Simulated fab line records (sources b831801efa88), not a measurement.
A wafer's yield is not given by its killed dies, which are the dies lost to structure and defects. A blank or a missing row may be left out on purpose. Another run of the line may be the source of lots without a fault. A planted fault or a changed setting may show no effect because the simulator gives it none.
Problem report in the 8D (eight disciplines) form, filled by code ; flow sky130 ; the parts of the form that need people (team, actions taken, sign-off) are left out

== 1. THE PROBLEM ==
bias-w at SKY_POLY_CUT_ETCH_10 reads a mean of 117.9 W on 1 wafer of 1 lot; wafers without a fault read 100.0 W with a standard deviation of 0.32. Relative to the usual mean, that is a shift of +56 standard deviations.
The step: etches BARC in N2/H2, stops on SiO2, time 45.9 s, target depth 60 nm.
First observed at day 31 03:49: wafer L450.3, on rie-diel-04. The record has a number at this step for 36 wafers belonging to 12 lots. Rule for "out", or "out of limits": more than 4 standard deviations from the usual mean. The other wafers with a number count as sound.

== 2. WHAT IT IS AND WHAT IT IS NOT ==
question;is;is not
which readings at this step;bias-w;drypump-motor-current-A, oes-product-au, throttle-valve-pct
which lots;L450;L431, L432, L433, L435, L436, L437, L439, L440, L442, L447, L454
which wafers of those lots;L450.3;L450.4, L450.6
read on which tools;rie-diel-04;rie-diel-01, rie-diel-02
when;from day 31 03:49;"up to then (32 sound wafers); but 3 sound wafers of L454 came after"

== 3. WHAT RULES OUT EACH SUSPECT ==
Counting: any tool at a process step up to the reading remains a suspect provided it ran every lot that is out. Sound lots after the first of them don't rule it out here, since some wafers of a struck lot are sound.
- rie-diel-03 at SKY_POLY_GATE_ETCH_16 (etches Si3N4 in CH3F/O2, stops on poly-Si, time 147.5 s, target depth 75 nm): kept. It processed L450, the lot that is out, at day 23 17:27, and its most recent sound lot before then was L447 at day 22 17:50.
- rie-diel-04 at SKY_POLY_CUT_ETCH_10 (etches BARC in N2/H2, stops on SiO2, time 45.9 s, target depth 60 nm): kept. It processed L450, the lot that is out, at day 31 03:49, and its most recent sound lot before then was L440 at day 28 00:43. On those wafers its own readings are out: bias-w.
- At SKY_POLY_GATE_ETCH_16 on rie-diel-03, chamber 2 took the sound wafers of the same lots and chamber 3 took the wafers that are out.
- At SKY_POLY_CUT_ETCH_10 on rie-diel-04, chamber 1 took the sound wafers of the same lots and chamber 2 took the wafers that are out.
Remaining after the count are rie-diel-03 at SKY_POLY_GATE_ETCH_16 and rie-diel-04 at SKY_POLY_CUT_ETCH_10.

== 4. THE CAUSE (what the simulator had put in) ==
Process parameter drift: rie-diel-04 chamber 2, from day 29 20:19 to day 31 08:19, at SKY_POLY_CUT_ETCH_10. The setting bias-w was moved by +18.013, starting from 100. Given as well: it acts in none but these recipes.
2 suspects survive the count, and this tool is in that group.

== 5. THE CHAIN OF EFFECTS, in route order ==
Rows list readings where the struck wafers' mean (over those with a number) sits beyond 3 standard deviations from the usual. Only readings for which the record gives a usual standard deviation are gone through. hours: the time from each lot's start at the first step in this table that gives one to its start at this step, as a median over the lots. sigmas: the change in usual standard deviations.
hours;step;reading;usual;on struck wafers;change;sigmas
0;SKY_POLY_CUT_ETCH_10;bias-w;100.0 W;117.9;+17.9;+56
Its process steps:
- SKY_POLY_CUT_ETCH_10: etches BARC in N2/H2, stops on SiO2, time 45.9 s, target depth 60 nm.

== 6. HOW IT WOULD HAVE BEEN CAUGHT EARLIER ==
In this record no reading fell out of limits until day 31 03:49, 32 hours after the fault had begun at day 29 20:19.
